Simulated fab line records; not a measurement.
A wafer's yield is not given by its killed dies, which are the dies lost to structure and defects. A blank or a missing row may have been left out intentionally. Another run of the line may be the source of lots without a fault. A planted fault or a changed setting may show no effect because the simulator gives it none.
One fault seen from 2 desks + flow gf180mcu + numbers are kept per desk, each desk with only its own; the story behind them comes last

## METROLOGY DESK
Means of the sampled wafers that have a number, per lot and without regard to the tool the lot ran on: this is what the gauges read. Any lot whose mean is over 4 standard deviations away from the usual mean is out of limits and marked OUT; that distance is given in the brackets.
Columns: A = VT_IMPLANT_01_OVL at GF_VT_IMPLANT_OVL_MEAS_18, usual -0.5 nm; B = VT_IMPLANT_02_OVL at GF_VT_IMPLANT_OVL_MEAS_29, usual -0.6 nm; C = DUAL_GATE_OVL at GF_DUAL_GATE_OVL_MEAS_11, usual -0.7 nm; D = HV_LDD_TW at GF_HV_LDD_TW_MEAS_11, usual 2419; E = HV_LDD_RS at GF_HV_LDD_RS_MEAS_53, usual 418.6 ohm/sq
| lot  | first seen here | A    | B    | C    | D               | E               |
|------|-----------------|------|------|------|-----------------|-----------------|
| L454 | day 6 15:22     | -2.3 | -1.0 | 1.2  | 2432            | 419.4           |
| L455 | day 6 20:58     | 0.2  | -0.7 | -0.1 | 2409            | 419.2           |
| L456 | day 7 09:05     | 0.9  | 0.0  | 0.3  | 2417            | 420.2           |
| L462 | day 8 15:31     | -1.3 | 0.2  | -2.4 | 2438            | 419.5           |
| L464 | day 9 03:19     | 0.2  | -2.5 | 2.4  | 2399            | 418.8           |
| L466 | day 9 14:40     | 0.3  | -0.4 | -1.7 | 2302 (-9.8) OUT | 455.5 (+37) OUT |
| L467 | day 9 22:46     | 0.8  | -1.8 | -0.1 | 2292 (-11) OUT  | 454.5 (+36) OUT |
| L470 | day 10 18:40    | -0.7 | -1.0 | -3.3 | 2422            | 416.9           |
| L471 | day 11 01:47    | -1.0 | 0.1  | -1.0 | 2400            | 419.0           |
| L472 | day 11 09:37    | -1.1 | -1.5 | -1.6 | 2418            | 418.6           |
| L474 | day 11 16:19    | 1.0  | -0.0 | -1.1 | 2419            | 417.1           |
| L475 | day 12 01:34    | 0.8  | -2.0 | -1.2 | 2417            | 418.5           |
| L476 | day 12 07:46    | 0.7  | -0.4 | -0.4 | 2415            | 418.8           |
Per this desk, out of limits: L466, L467; the first was L466, day 13 21:11 (HV_LDD_TW at GF_HV_LDD_TW_MEAS_11). L454, L455, L456, L462, L464, L470, L471, L472, L474, L475, L476: within limits.

## TOOL OWNER'S DESK, implanter-02
For each lot that ran on this tool, the mean over its sampled wafers that have a number, from the tool's own readings at GF_HV_LDD_IMPLANT_09. Any lot whose mean is over 4 standard deviations away from the usual mean is out of limits and marked OUT; that distance is given in the brackets.
Columns: A = beam-on-s at GF_HV_LDD_IMPLANT_09, usual 10.02 s; B = faraday-current-uA at GF_HV_LDD_IMPLANT_09, usual 563; C = tilt-deg at GF_HV_LDD_IMPLANT_09, usual 7.000 degrees
| lot  | first seen here | A               | B             | C     |
|------|-----------------|-----------------|---------------|-------|
| L455 | day 10 17:25    | 10.21           | 552           | 6.975 |
| L464 | day 13 09:59    | 10.00           | 563           | 7.007 |
| L466 | day 13 20:56    | 8.27 (-8.3) OUT | 682 (+11) OUT | 7.014 |
| L467 | day 14 08:40    | 8.24 (-8.5) OUT | 685 (+11) OUT | 7.022 |
| L476 | day 17 00:52    | 9.86            | 570           | 6.981 |
This desk finds L466, L467 out of limits, L466 being first, at day 13 20:56 (beam-on-s at GF_HV_LDD_IMPLANT_09). L455, L464, L476: within limits.

## TAKEN TOGETHER
An alarm could have come from the tool owner's desk at day 13 20:56, on L466, L467.
Metrology desk: alarm possible at day 13 21:11 on L466, L467.
Every lot named ran GF_HV_LDD_IMPLANT_09 on implanter-02.

## WHAT THE SIMULATOR HAD PUT IN
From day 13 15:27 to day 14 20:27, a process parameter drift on implanter-02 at GF_HV_LDD_IMPLANT_09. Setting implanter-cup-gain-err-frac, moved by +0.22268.
Shown lots that were struck: L466, L467.
Fault start to first reading out of limits, in hours, per desk: tool owner, 5; metrology, 6.
